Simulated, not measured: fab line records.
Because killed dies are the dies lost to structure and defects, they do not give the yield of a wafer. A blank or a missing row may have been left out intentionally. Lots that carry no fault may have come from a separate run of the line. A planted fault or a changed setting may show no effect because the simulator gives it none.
Which tool was responsible?    flow gf180mcu    at 1 step of a route of 602, 12 lots with 36 wafers sampled

WHAT THE GAUGES READ, wafer by wafer
GF_HV_LDD_THK_MEAS_55.
lot   measured      on             HV_LDD_CVD_54_THK (nm)
L075  day 12 16:40  film metro-04  10.06 9.99 9.89
L077  day 13 10:43  film metro-04  10.25 10.25 10.21
L079  day 14 02:13  film metro-03  10.02 10.10 10.01
L081  day 14 20:53  film metro-03  10.00 10.01 9.91
L083  day 15 15:37  film metro-03  9.89 10.03 9.94
L085  day 16 10:34  film metro-04  9.99 9.94 9.91
L087  day 16 23:54  film metro-03  10.17 10.09 10.01
L089  day 17 15:28  film metro-01  10.37 10.41 10.20
L091  day 18 05:11  film metro-04  10.26 10.33 10.26
L093  day 18 23:54  film metro-01  10.20 10.08 10.10
L095  day 19 16:00  film metro-03  9.96 9.90 9.93
L097  day 20 10:10  film metro-04  9.99 10.06 10.10

WHICH TOOL RAN EACH LOT (tool, then ch and the chambers of the sampled wafers, then the start)
The record holds no process step before these readings.

THE ANSWER, worked out from the rows above alone
Rule: the lots themselves supply what counts as usual. Put in order of their means at a reading, lots are off if they are a third of the lots or fewer, leave a main group of 4 or more, and stand apart from it by a gap of 3 or more times the standard deviation of the main group's means; of several such gaps the widest counts. A main group whose means are all the same, to the digits that the tables above print for the reading, isn't used. A lot without any number at a reading at which 4 lots or more have one is off too. All remaining lots with rows at the step are treated as sound.
Across all readings shown, no lot is off: no conclusion can be drawn from this.

WHAT THE SIMULATOR PUT IN
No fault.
